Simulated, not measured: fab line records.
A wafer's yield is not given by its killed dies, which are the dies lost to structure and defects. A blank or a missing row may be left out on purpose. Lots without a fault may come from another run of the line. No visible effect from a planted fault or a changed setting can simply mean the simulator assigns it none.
A lot that was struck, set against a sound lot	flow sky130	17 steps out of a route of 708
Sound: wafers L518.1, L518.3, L518.4. Struck: wafer L534.2. (L534.1, L534.5 of the same lot were not struck and are left out.) The cause comes at the end.
For every step that has rows: the tool of each side, followed by ch and its chambers, followed by its first start. Under that, the readings that differ: sound wafers	struck wafers	difference of the means	sigmas: that difference in standard deviations of wafers without a fault.
alike: readings with means less than 2 such deviations apart, plus words and numbers identical on both sides. not compared: withheld readings, readings lacking a value on some wafer, bounds such as >300 that could conceal the same value, and numbers that have no deviation in the record and whose values overlap.
A row with sigmas, a row that says differs or no value, or rows on one side alone: a step with any of these is where the two part. When numbers do not overlap yet have no deviation, they are printed without sigmas and do not part them. A reading that every wafer of one side lacks parts them only if that side has two wafers or more.

SKY_VIA2_CMP_02: polishes SiO2.
  sound on cmp-01 ch 0,1,2, day 35 04:22; struck on cmp-02 ch 2, day 40 11:16
  alike: motor current A
SKY_VIA2_BOW_MEAS_03:
  sound on film metro-02, day 35 04:40; struck on film metro-02, day 40 11:34
  alike: VIA2_BOW
then, 8 steps without rows for these wafers: SKY_VIA2_DEHYDRATE_04 (time 60 s); SKY_VIA2_HMDS_05 (prime time 60 s); SKY_VIA2_COAT_06 (resist thk 60 nm); SKY_VIA2_COAT_07 (resist thk 450 nm); SKY_VIA2_SOFTBAKE_08 (time 90 s); SKY_VIA2_EXPOSE_09 (exposes mask VIM2, target cd 200 nm); SKY_VIA2_PEB_10; SKY_VIA2_DEVELOP_11 (develop time 60 s).
SKY_VIA2_CD_MEAS_12 targets a cd of 200 nm.
  sound on cd sem-02, day 36 06:07; struck on cd sem-02, day 41 12:06
  alike: cd nm
SKY_VIA2_OVL_MEAS_13:
  sound on overlay-02, day 36 06:14; struck on overlay-01, day 41 12:13
reading	sound	struck	difference	sigmas
VIA2_OVL (nm)	-11 -6 -1	9	+15	+3
SKY_VIA2_ETCH_14: etches BARC in N2/H2, stops on SiO2, time 45.9 s, target depth 60 nm.
  sound on rie diel-01 ch 0,2,3, day 36 06:16; struck on rie diel-04 ch 0, day 41 12:16
reading	sound	struck	difference	sigmas
model.KrF-thick_of_VIA2_COAT_07.thk nm (nm)	391.7 390.6 393.1	372.9	-18.9	
model.VIA2.cd nm (nm)	199.1 200.2 201.2	206.1	+5.9	
  alike: drypump motor current A, oes product au, throttle valve pct
  not compared: rf hours counter h
SKY_VIA2_ETCH_15: etches SiO2 in C4F8/O2/Ar, stops on TiN, target depth 546 nm, time 84 s.
  sound on rie diel-01 ch 0,2,3, day 36 06:18; struck on rie diel-04 ch 0, day 41 12:18
reading	sound	struck	difference	sigmas
model.KrF-thick_of_VIA2_COAT_07.thk nm (nm)	282.8 279.5 286	262.5	-20.3	
  alike: oes product au
  not compared: rf hours counter h
SKY_VIA2_STRIP_16: strips in O2/N2.
  sound on plasma asher-03 ch 0,1, day 36 06:22; struck on plasma asher-01 ch 1, day 41 12:22
reading	sound	struck	difference	sigmas
oes product au (a.u.)	0.394 0.400 0.403	0.382	-0.017	-4
strip time to endpoint s (s)	4.050 4.004 4.074	3.844	-0.199	-8
  alike: drypump motor current A
  not compared: rf hours counter h
then, 2 steps without rows for these wafers: SKY_VIA2_STRIP_17 (strips in post etch residue remover, time 1200 s); SKY_PAD_OPEN_PROBE_99.

## WHERE THEY PART
Last at SKY_VIA2_STRIP_16 as far as this record goes, first at SKY_VIA2_OVL_MEAS_13.

WHY: what the simulator had put in
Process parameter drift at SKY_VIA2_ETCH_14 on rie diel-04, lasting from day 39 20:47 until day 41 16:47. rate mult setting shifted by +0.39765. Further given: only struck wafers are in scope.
